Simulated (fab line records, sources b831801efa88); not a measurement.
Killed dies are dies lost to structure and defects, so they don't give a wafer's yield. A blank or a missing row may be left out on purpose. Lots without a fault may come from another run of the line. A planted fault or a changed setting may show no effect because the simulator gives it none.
Problem report in the 8D (eight disciplines) form, filled by code | flow gf180mcu | the parts of the form that need people (team, actions taken, sign-off) are left out

1. THE PROBLEM
MIM_CVD_05_THK at GF_MIM_THK_MEAS_06 reads a mean of 13.3 nm on 6 wafers of 2 lots; wafers without a fault read 42.1 nm with a standard deviation of 0.52. That is -55 standard deviations from the usual mean.
First seen on wafer L593.1, day 29 22:13, on film_metro-01. The record holds 39 wafers of 13 lots with a number at this step. Rule for "out", or "out of limits": more than 4 standard deviations from the usual mean. The other wafers with a number count as sound.

2. WHAT IT IS AND WHAT IT IS NOT
question                    | is                     | is not
which readings at this step | MIM_CVD_05_THK         | -
which lots                  | L593, L595             | L577, L579, L580, L581, L582, L583, L584, L585, L586, L599, L600
which wafers of those lots  | all that have a number | -
read on which gauges        | film_metro-01          | film_metro-02, film_metro-04
when                        | from day 29 22:13      | up to then (27 sound wafers); but 6 sound wafers of L599, L600 came after

3. SUSPECTS, AND WHAT RULES EACH OUT
Counting: a tool at a process step up to the reading stays a suspect if it ran every lot that is out and no sound lot after the first of them.
- the gauge at GF_MIM_THK_MEAS_06: kept. All the wafers that are out were read on film_metro-01, and no step on other tools shows them out.
- pecvd-03 at GF_MIM_CVD_05 (deposits Si3N4, target thk 42 nm, time 29.086 s): kept. It ran every lot that is out, first L593 (day 29 22:10), and no sound lot after that; its last sound lot up to then is L586 (day 27 22:53).
Left after counting: pecvd-03 at GF_MIM_CVD_05, film_metro-01 at GF_MIM_THK_MEAS_06.

4. THE CAUSE (what the simulator had put in)
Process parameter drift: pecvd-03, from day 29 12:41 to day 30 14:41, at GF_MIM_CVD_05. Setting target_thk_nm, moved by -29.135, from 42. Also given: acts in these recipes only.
Counting left 2 suspects, and this tool is among them.

5. THE CHAIN OF EFFECTS, in route order
Each row: a reading whose mean over the struck wafers that have a number lies more than 3 standard deviations from the usual. Only readings for which the record gives a usual standard deviation are gone through. hours: the time from each lot's start at the first step in this table that gives one to its start at this step, as a median over the lots. sigmas: the change in usual standard deviations.
hours | step               | reading        | usual   | on struck wafers | change | sigmas
0     | GF_MIM_THK_MEAS_06 | MIM_CVD_05_THK | 42.1 nm | 13.3             | -28.8  | -55

6. WHAT WOULD HAVE CAUGHT IT SOONER
In this record the first reading out of limits at a measuring or inspecting step was taken at day 29 22:13, 10 hours after the fault began at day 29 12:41.
Of the tool readings at GF_MIM_CVD_05 for which the record gives a usual standard deviation, none was out on any struck wafer, so an alarm limit of 4 standard deviations on them would not have fired.
Of the lots that are out (2), L595 began GF_MIM_CVD_05 on pecvd-03 after day 29 22:13. A hold on the tool at that time would have spared it.
